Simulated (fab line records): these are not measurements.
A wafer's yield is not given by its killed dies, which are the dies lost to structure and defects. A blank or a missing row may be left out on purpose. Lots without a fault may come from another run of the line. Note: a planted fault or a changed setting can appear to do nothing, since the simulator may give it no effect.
Which tool was responsible?    flow gf180mcu    12 lots, 36 wafers sampled, at 5 steps of a route of 602

== WHAT THE GAUGES READ, wafer by wafer ==
GF_V3_CD_MEAS_14: the cd target is 260 nm.
lot   measured      on        cdNm (nm)
L963  day 21 13:07  cdSem-01  260.2 260.1 259.8
L966  day 23 04:25  cdSem-01  259.7 258.6 257.8
L965  day 23 06:08  cdSem-01  260.2 259.0 259.6
L967  day 23 14:25  cdSem-01  259.2 258.8 260.4
L969  day 24 04:16  cdSem-02  259.9 260.2 261.2
L972  day 25 02:04  cdSem-01  259.8 260.0 261.0
L973  day 25 05:17  cdSem-01  261.1 260.5 260.5
L978  day 27 04:49  cdSem-02  262.3 263.6 262.9
L979  day 27 08:55  cdSem-01  262.1 261.7 263.1
L982  day 28 06:51  cdSem-02  261.3 262.0 260.0
L984  day 28 18:42  cdSem-01  259.2 260.0 260.4
L986  day 29 10:44  cdSem-02  259.5 260.1 259.2

GF_V3_RS_MEAS_24: a four-point-probe measurement.
lot   measured      on            V3_W_RS (ohm/sq)
L963  day 21 14:10  filmMetro-04  0.336 0.330 0.335
L966  day 23 05:29  filmMetro-04  0.335 0.330 0.337
L965  day 23 07:17  filmMetro-03  0.325 0.327 0.323
L967  day 23 15:28  filmMetro-04  0.335 0.332 0.336
L969  day 24 05:26  filmMetro-01  0.326 0.325 0.324
L972  day 25 03:06  filmMetro-04  0.325 0.321 0.326
L973  day 25 06:19  filmMetro-01  0.331 0.326 0.333
L978  day 27 05:53  filmMetro-03  0.328 0.330 0.330
L979  day 27 09:57  filmMetro-03  0.332 0.327 0.324
L982  day 28 07:55  filmMetro-03  0.326 0.321 0.330
L984  day 28 19:44  filmMetro-01  0.325 0.326 0.326
L986  day 29 11:48  filmMetro-03  0.326 0.326 0.328

== TOOL THAT RAN EACH LOT (tool first, then ch and the chambers of the sampled wafers, then the start) ==
lot   GF_V3_COAT_09                     GF_V3_STRIP_18                       GF_V3_SPUTTER_21
L963  lithoTrack-04 ch 0, day 21 01:00  plasmaAsher-03 ch 0,1, day 21 13:24  pvdSputter-03, day 21 13:56
L966  lithoTrack-01 ch 0, day 22 15:00  plasmaAsher-01 ch 0, day 23 04:41    pvdSputter-02, day 23 05:15
L965  lithoTrack-01 ch 0, day 22 17:00  plasmaAsher-02 ch 0,1, day 23 06:24  pvdSputter-03, day 23 06:57
L967  lithoTrack-04 ch 0, day 23 02:00  plasmaAsher-02 ch 0,1, day 23 14:40  pvdSputter-01, day 23 15:14
L969  lithoTrack-02 ch 0, day 23 16:00  plasmaAsher-02 ch 0,1, day 24 04:31  pvdSputter-01, day 24 05:12
L972  lithoTrack-01 ch 0, day 24 14:00  plasmaAsher-03 ch 0,1, day 25 02:21  pvdSputter-01, day 25 02:53
L973  lithoTrack-02 ch 0, day 24 17:00  plasmaAsher-02 ch 0,1, day 25 05:33  pvdSputter-02, day 25 06:05
L978  lithoTrack-01 ch 0, day 26 18:00  plasmaAsher-01 ch 0,1, day 27 05:06  pvdSputter-02, day 27 05:40
L979  lithoTrack-01 ch 0, day 26 23:00  plasmaAsher-01 ch 0,1, day 27 09:10  pvdSputter-02, day 27 09:41
L982  lithoTrack-04 ch 0, day 27 21:00  plasmaAsher-01 ch 0,1, day 28 07:08  pvdSputter-02, day 28 07:42
L984  lithoTrack-04 ch 0, day 28 08:00  plasmaAsher-02 ch 0,1, day 28 18:59  pvdSputter-02, day 28 19:31
L986  lithoTrack-04 ch 0, day 29 01:00  plasmaAsher-01 ch 1, day 29 11:00    pvdSputter-01, day 29 11:34
- GF_V3_COAT_09: resist thk 1000 nm.
- GF_V3_STRIP_18: strips in O2/N2.
- GF_V3_SPUTTER_21: material Ti, target thk 15 nm, time 80.02 s.

== AS READ BY THE TOOLS THEMSELVES (means over the sampled wafers that have a number; for cases with no such wafer, the mark the record gives instead) ==
GF_V3_COAT_09.
lot   tool           chillPlateTempC (C)  resistLineTempC (C)
L963  lithoTrack-04  23.02                23.07
L966  lithoTrack-01  23.09                22.94
L965  lithoTrack-01  22.90                22.93
L967  lithoTrack-04  23.06                23.05
L969  lithoTrack-02  22.93                22.91
L972  lithoTrack-01  22.96                23.01
L973  lithoTrack-02  22.86                23.05
L978  lithoTrack-01  23.00                22.95
L979  lithoTrack-01  22.99                22.92
L982  lithoTrack-04  22.90                23.04
L984  lithoTrack-04  22.86                22.90
L986  lithoTrack-04  22.86                22.86

GF_V3_STRIP_18.
lot   tool            drypumpMotorCurrentA (A)  heaterPowerW (W)  oesProductAu (a.u.)
L963  plasmaAsher-03  6.0                       305               0.589
L966  plasmaAsher-01  5.8                       385               0.597
L965  plasmaAsher-02  5.7                       335               0.595
L967  plasmaAsher-02  5.7                       344               0.593
L969  plasmaAsher-02  6.0                       340               0.589
L972  plasmaAsher-03  5.7                       320               0.594
L973  plasmaAsher-02  6.0                       340               0.599
L978  plasmaAsher-01  5.7                       354               0.572
L979  plasmaAsher-01  5.7                       357               0.573
L982  plasmaAsher-01  5.7                       357               0.593
L984  plasmaAsher-02  6.0                       342               0.592
L986  plasmaAsher-01  5.5                       300               0.588

GF_V3_SPUTTER_21.
lot   tool           throttleValvePct (%)
L963  pvdSputter-03  30.7
L966  pvdSputter-02  30.1
L965  pvdSputter-03  31.2
L967  pvdSputter-01  30.8
L969  pvdSputter-01  31.0
L972  pvdSputter-01  30.6
L973  pvdSputter-02  29.7
L978  pvdSputter-02  29.6
L979  pvdSputter-02  29.8
L982  pvdSputter-02  29.5
L984  pvdSputter-02  29.8
L986  pvdSputter-01  30.1

== THE ANSWER, worked out from the rows above alone ==
Rule: the usual values come from the lots themselves. Put in order of their means at a reading, lots are off if they are a third of the lots or fewer, leave a main group of 4 or more, and stand apart from it by a gap of 3 or more times the standard deviation of the main group's means; of several such gaps the widest counts. Not used: any main group whose means are identical at the precision the tables above print for the reading. Also off: a lot with no number at a reading for which 4 or more lots have one. All remaining lots with rows at the step are treated as sound. First the gauges in route order, then the tools' own readings, where a lot's mean is used as printed above. The first step at which some lot is off is used, and at that step the reading that is off furthest; a lot without a number counts as furthest.
Off, at GF_V3_STRIP_18 on oesProductAu: L978, L979. The main group: mean 0.593 a.u., standard deviation 0.0034.
If a tool, at that step or one of the process steps before it, ran each lot that is off and ran no sound lot following the first of them, it fits. One candidate fits, namely lithoTrack-01 at GF_V3_COAT_09. A fault onset in the window from L972 (day 24 14:00, its last sound lot) to L978 (day 26 18:00, its first lot off) fits.

== WHAT THE SIMULATOR PUT IN ==
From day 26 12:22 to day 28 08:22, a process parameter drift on lithoTrack-01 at GF_V3_COAT_09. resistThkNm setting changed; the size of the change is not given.
Lots struck among those shown: L978, L979. This agrees with what the rule above found.
